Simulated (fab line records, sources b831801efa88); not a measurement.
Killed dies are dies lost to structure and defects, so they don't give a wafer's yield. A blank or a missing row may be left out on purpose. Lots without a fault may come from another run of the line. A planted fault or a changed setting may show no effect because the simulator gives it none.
Which tool did it? | flow sky130 | 13 lots, 39 wafers sampled, at 5 steps of a route of 708

WHAT THE GAUGES READ, wafer by wafer
SKY_VT_ADJUST_LVTN_OVL_MEAS_07. Usual: VT_ADJUST_LVTN_OVL 0.7 nm, standard deviation 1.3.
lot  | measured     | on         | VT_ADJUST_LVTN_OVL (nm) | flag
L210 | day 7 06:14  | overlay-01 | 2.0 1.1 2.0             |
L212 | day 7 18:34  | overlay-02 | 0.0 0.9 1.4             |
L213 | day 8 15:41  | overlay-01 | 0.1 1.2 0.5             |
L214 | day 8 21:05  | overlay-01 | 0.7 0.4 0.8             |
L216 | day 9 05:35  | overlay-01 | 0.6 -1.2 0.8            |
L217 | day 9 06:09  | overlay-01 | 0.1 -0.1 -0.7           |
L218 | day 9 14:40  | overlay-01 | 1.2 3.0 3.3             |
L219 | day 9 23:25  | overlay-02 | 4.0 2.4 2.8             |
L221 | day 10 13:15 | overlay-01 | -0.5 -0.4 -0.9          |
L224 | day 11 00:18 | overlay-02 | 2.0 1.1 1.0             |
L227 | day 11 21:58 | overlay-02 | 0.9 -1.1 0.0            |
L229 | day 12 13:46 | overlay-02 | 0.5 3.3 2.0             |
L230 | day 12 21:58 | overlay-02 | 0.6 1.3 0.5             |

SKY_VT_ADJUST_HVTR_CD_MEAS_07: target cd 380 nm. Usual: cd_nm 380.5 nm, standard deviation 2.5.
lot  | measured     | on        | cd_nm (nm)        | flag
L210 | day 9 22:01  | cd_sem-01 | 381.1 379.7 379.4 |
L212 | day 10 11:43 | cd_sem-01 | 383.0 380.6 380.8 |
L213 | day 11 11:46 | cd_sem-01 | 381.7 379.5 380.9 |
L214 | day 11 17:40 | cd_sem-02 | 379.4 380.7 380.3 |
L216 | day 12 02:13 | cd_sem-01 | 380.5 380.0 379.8 |
L217 | day 12 02:26 | cd_sem-01 | 380.4 380.1 377.9 |
L218 | day 12 12:46 | cd_sem-01 | 379.8 383.1 381.7 |
L219 | day 12 20:08 | cd_sem-02 | 380.2 379.1 380.8 |
L221 | day 13 11:07 | cd_sem-01 | 376.9 378.2 377.5 |
L224 | day 14 00:56 | cd_sem-02 | 382.2 382.5 382.7 |
L227 | day 15 00:00 | cd_sem-02 | 384.5 381.3 385.5 |
L229 | day 15 18:08 | cd_sem-02 | 385.9 381.5 382.1 |
L230 | day 16 05:46 | cd_sem-02 | 382.0 379.8 383.5 |

SKY_VT_ADJUST_PCH_TW_MEAS_10. Usual: VT_ADJUST_PCH_TW 142.6, standard deviation 1.5.
lot  | measured     | on            | VT_ADJUST_PCH_TW  | flag
L210 | day 10 21:06 | film_metro-01 | 141.0 141.2 141.0 |
L212 | day 11 11:23 | film_metro-01 | 140.9 141.4 140.5 |
L213 | day 12 11:26 | film_metro-01 | 140.1 141.1 140.4 |
L214 | day 12 17:11 | film_metro-03 | 143.4 143.3 142.8 |
L216 | day 12 23:28 | film_metro-01 | 139.9 139.8 140.9 |
L217 | day 12 23:41 | film_metro-04 | 142.3 142.6 142.7 |
L218 | day 13 11:34 | film_metro-03 | 144.0 143.6 144.1 |
L219 | day 13 21:42 | film_metro-03 | 143.8 143.3 143.4 |
L221 | day 14 13:40 | film_metro-01 | 139.5 140.2 140.3 |
L224 | day 15 03:51 | film_metro-01 | 168.4 169.0 168.5 | OFF
L227 | day 16 03:41 | film_metro-03 | 144.5 144.4 143.5 |
L229 | day 16 22:31 | film_metro-04 | 173.2 173.4 174.0 | OFF
L230 | day 17 11:01 | film_metro-04 | 173.2 173.8 172.5 | OFF

SKY_SONOS_TUNNEL_OVL_MEAS_08. Usual: SONOS_TUNNEL_OVL -1.1 nm, standard deviation 1.5.
lot  | measured     | on         | SONOS_TUNNEL_OVL (nm) | flag
L210 | day 11 20:26 | overlay-01 | 0.9 1.7 1.3           |
L212 | day 12 10:43 | overlay-01 | -1.7 -2.5 -1.7        |
L213 | day 13 09:06 | overlay-01 | -2.6 -2.8 -1.8        |
L214 | day 13 17:53 | overlay-01 | -3.9 -2.3 -0.8        |
L216 | day 14 01:41 | overlay-02 | -2.2 -2.0 0.5         |
L217 | day 14 01:59 | overlay-01 | 0.2 -0.2 -0.5         |
L218 | day 14 13:47 | overlay-02 | -2.3 -1.7 -0.8        |
L219 | day 15 00:15 | overlay-02 | -0.7 -1.2 -1.9        |
L221 | day 15 16:35 | overlay-02 | -0.6 -0.1 -1.6        |
L224 | day 16 07:18 | overlay-02 | -0.7 0.8 0.9          |
L227 | day 17 08:17 | overlay-02 | -2.2 -1.4 -2.5        |
L229 | day 18 02:50 | overlay-01 | -0.1 0.4 -1.0         |
L230 | day 18 16:44 | overlay-02 | 0.1 -1.2 0.9          |

WHICH TOOL RAN EACH LOT (tool, then ch and the chambers of the sampled wafers, then the start)
lot  | SKY_VT_ADJUST_PCH_IMPLANT_08
L210 | implanter-04 ch 0, day 10 20:52
L212 | implanter-04 ch 0, day 11 11:10
L213 | implanter-04 ch 0, day 12 11:11
L214 | implanter-01 ch 0, day 12 16:58
L216 | implanter-04 ch 0, day 12 23:14
L217 | implanter-01 ch 0, day 12 23:26
L218 | implanter-01 ch 0, day 13 11:20
L219 | implanter-02 ch 0, day 13 21:27
L221 | implanter-01 ch 0, day 14 13:27
L224 | implanter-04 ch 0, day 15 03:17
L227 | implanter-01 ch 0, day 16 03:26
L229 | implanter-04 ch 0, day 16 21:57
L230 | implanter-04 ch 0, day 17 10:28
- SKY_VT_ADJUST_PCH_IMPLANT_08

WHAT THE TOOLS THEMSELVES READ (means of the sampled wafers that have a number; where no wafer has one, the mark that the record gives instead)
SKY_VT_ADJUST_PCH_IMPLANT_08. Usual: faraday_current_uA 2.81, standard deviation 0.06.
lot  | tool         | faraday_current_uA | flag
L210 | implanter-04 | 2.78               |
L212 | implanter-04 | 2.73               |
L213 | implanter-04 | 2.82               |
L214 | implanter-01 | 2.83               |
L216 | implanter-04 | 2.79               |
L217 | implanter-01 | 2.85               |
L218 | implanter-01 | 2.78               |
L219 | implanter-02 | 2.76               |
L221 | implanter-01 | 2.81               |
L224 | implanter-04 | 2.84               |
L227 | implanter-01 | 2.81               |
L229 | implanter-04 | 2.80               |
L230 | implanter-04 | 2.83               |

THE ANSWER, worked out from the rows above alone
Rule: a lot is off if the mean of its wafers that have a number lies more than 3 standard deviations from the usual mean. A lot without any number at a reading at which 4 lots or more have one is off too. The other lots that the step has rows for count as sound. The gauges are gone through in route order, then the tools' own readings, and for those a lot's mean is taken as printed above. The first step at which some lot is off is used, and at that step the reading that is off furthest; a lot without a number counts as furthest.
Off: L224, L229, L230, at SKY_VT_ADJUST_PCH_TW_MEAS_10 (VT_ADJUST_PCH_TW).
A tool fits if, at a process step before that reading, it ran every lot that is off, and no sound lot after the first of them. The gauges at SKY_VT_ADJUST_PCH_TW_MEAS_10 are tried like those tools. One fits: implanter-04 at SKY_VT_ADJUST_PCH_IMPLANT_08. Its last sound lot is L216 (day 12 23:14), its first lot that is off L224 (day 15 03:17): a fault that began between those two fits.

WHAT THE SIMULATOR HAD PUT IN
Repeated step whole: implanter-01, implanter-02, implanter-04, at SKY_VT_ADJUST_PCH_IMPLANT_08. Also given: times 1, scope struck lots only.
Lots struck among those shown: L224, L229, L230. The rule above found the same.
